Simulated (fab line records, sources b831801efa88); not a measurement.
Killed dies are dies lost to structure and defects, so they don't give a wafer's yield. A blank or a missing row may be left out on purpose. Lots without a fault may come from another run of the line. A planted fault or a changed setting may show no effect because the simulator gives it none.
Which tool did it? | flow gf180mcu | 13 lots, 38 wafers sampled, at 3 steps of a route of 602

WHAT THE GAUGES READ, wafer by wafer
GF_M4_CD_MEAS_14: target cd 280 nm.
lot  | measured     | on        | cd_nm (nm)
L776 | day 24 01:32 | cd_sem-02 | 280.9 281.3 281.5
L775 | day 24 05:29 | cd_sem-01 | 281.1 280.3 279.8
L778 | day 23 23:38 | cd_sem-02 | 280.9 279.6 280.1
L779 | day 24 07:59 | cd_sem-02 | 279.9 280.3 280.3
L780 | day 24 10:13 | cd_sem-02 | 280.7 280.3 280.7
L781 | day 24 17:17 | cd_sem-02 | 278.8 203.7 279.3
L782 | day 25 02:38 | cd_sem-02 | 206.9 279.4 206.8
L783 | day 25 06:05 | cd_sem-02 | 206.1 278.4
L791 | day 28 02:05 | cd_sem-01 | 280.4 279.9 280.2
L794 | day 29 01:26 | cd_sem-02 | 281.6 279.8 281.2
L795 | day 29 12:56 | cd_sem-01 | 280.6 280.3 280.7
L797 | day 30 04:04 | cd_sem-02 | 281.1 282.0 281.8
L798 | day 30 07:37 | cd_sem-02 | 281.2 281.1 280.5

WHICH TOOL RAN EACH LOT (tool, then ch and the chambers of the sampled wafers, then the start)
lot  | GF_STI_CMP_25                | GF_M4_EXPOSE_11
L776 | cmp-01 ch 0,1, day 2 21:46   | krf_scanner-02 ch 0, day 23 14:28
L775 | cmp-02 ch 0,1,3, day 2 23:10 | krf_scanner-01 ch 0, day 23 18:49
L778 | cmp-01 ch 0,2, day 2 23:10   | krf_scanner-01 ch 0, day 23 12:03
L779 | cmp-02 ch 2,3, day 3 04:38   | krf_scanner-01 ch 0, day 23 21:38
L780 | cmp-01 ch 0,1,2, day 3 05:46 | krf_scanner-02 ch 0, day 23 23:53
L781 | cmp-02 ch 1,3, day 3 10:56   | krf_scanner-01 ch 0, day 24 06:36
L782 | cmp-02 ch 1,2,3, day 3 15:18 | krf_scanner-01 ch 0, day 24 16:08
L783 | cmp-01 ch 0,1, day 3 19:44   | krf_scanner-01 ch 0, day 24 19:32
L791 | cmp-02 ch 0,1,3, day 5 12:38 | krf_scanner-01 ch 0, day 27 15:46
L794 | cmp-02 ch 2,3, day 6 03:13   | krf_scanner-01 ch 0, day 28 14:41
L795 | cmp-01 ch 0,1,2, day 6 11:19 | krf_scanner-01 ch 0, day 29 03:05
L797 | cmp-01 ch 0,1,3, day 6 19:21 | krf_scanner-01 ch 0, day 29 19:13
L798 | cmp-02 ch 1,2,3, day 7 01:15 | krf_scanner-01 ch 0, day 29 22:31
- GF_STI_CMP_25: polishes, stops on Si3N4, t overpolish 33 s, target thk 524.6 nm.
- GF_M4_EXPOSE_11: exposes mask Metal4, target cd 280 nm.

WHAT THE TOOLS THEMSELVES READ (means of the sampled wafers that have a number; where no wafer has one, the mark that the record gives instead)
GF_STI_CMP_25.
lot  | tool   | motor_current_A (A) | overpolish_run_s (s) | retaining_ring_pressure_frac | time_to_endpoint_s (s)
L776 | cmp-01 | 12.6                | 32.995               | 0.998                        | 122
L775 | cmp-02 | 13.3                | 33.007               | 0.998                        | 125
L778 | cmp-01 | 11.8                | 32.994               | 0.992                        | 124
L779 | cmp-02 | 12.5                | 33.001               | 1.001                        | 126
L780 | cmp-01 | 12.5                | 32.989               | 0.999                        | 122
L781 | cmp-02 | 13.7                | 32.999               | 0.998                        | 125
L782 | cmp-02 | 13.0                | 33.007               | 0.997                        | 127
L783 | cmp-01 | 12.9                | 32.990               | 0.996                        | 126
L791 | cmp-02 | 13.4                | 33.000               | 0.997                        | 116
L794 | cmp-02 | 13.7                | 32.996               | 0.998                        | 111
L795 | cmp-01 | 12.4                | 32.997               | 0.999                        | 123
L797 | cmp-01 | 12.9                | 33.000               | 0.995                        | 124
L798 | cmp-02 | 13.4                | 32.995               | 1.003                        | 108

THE ANSWER, worked out from the rows above alone
Rule: what is usual is taken from the lots themselves. Put in order of their means at a reading, lots are off if they are a third of the lots or fewer, leave a main group of 4 or more, and stand apart from it by a gap of 3 or more times the standard deviation of the main group's means; of several such gaps the widest counts. A main group whose means are all the same, to the digits that the tables above print for the reading, isn't used. A lot without any number at a reading at which 4 lots or more have one is off too. The other lots that the step has rows for count as sound. The gauges are gone through in route order, then the tools' own readings, and for those a lot's mean is taken as printed above. The first step at which some lot is off is used, and at that step the reading that is off furthest; a lot without a number counts as furthest.
Off: L781, L782, L783, at GF_M4_CD_MEAS_14 (cd_nm). The main group: mean 280.7 nm, standard deviation 0.47.
A tool fits if, at a process step before that reading, it ran every lot that is off, and no sound lot after the first of them. The gauges at GF_M4_CD_MEAS_14 are tried like those tools. None of those tried fits.

WHAT THE SIMULATOR HAD PUT IN
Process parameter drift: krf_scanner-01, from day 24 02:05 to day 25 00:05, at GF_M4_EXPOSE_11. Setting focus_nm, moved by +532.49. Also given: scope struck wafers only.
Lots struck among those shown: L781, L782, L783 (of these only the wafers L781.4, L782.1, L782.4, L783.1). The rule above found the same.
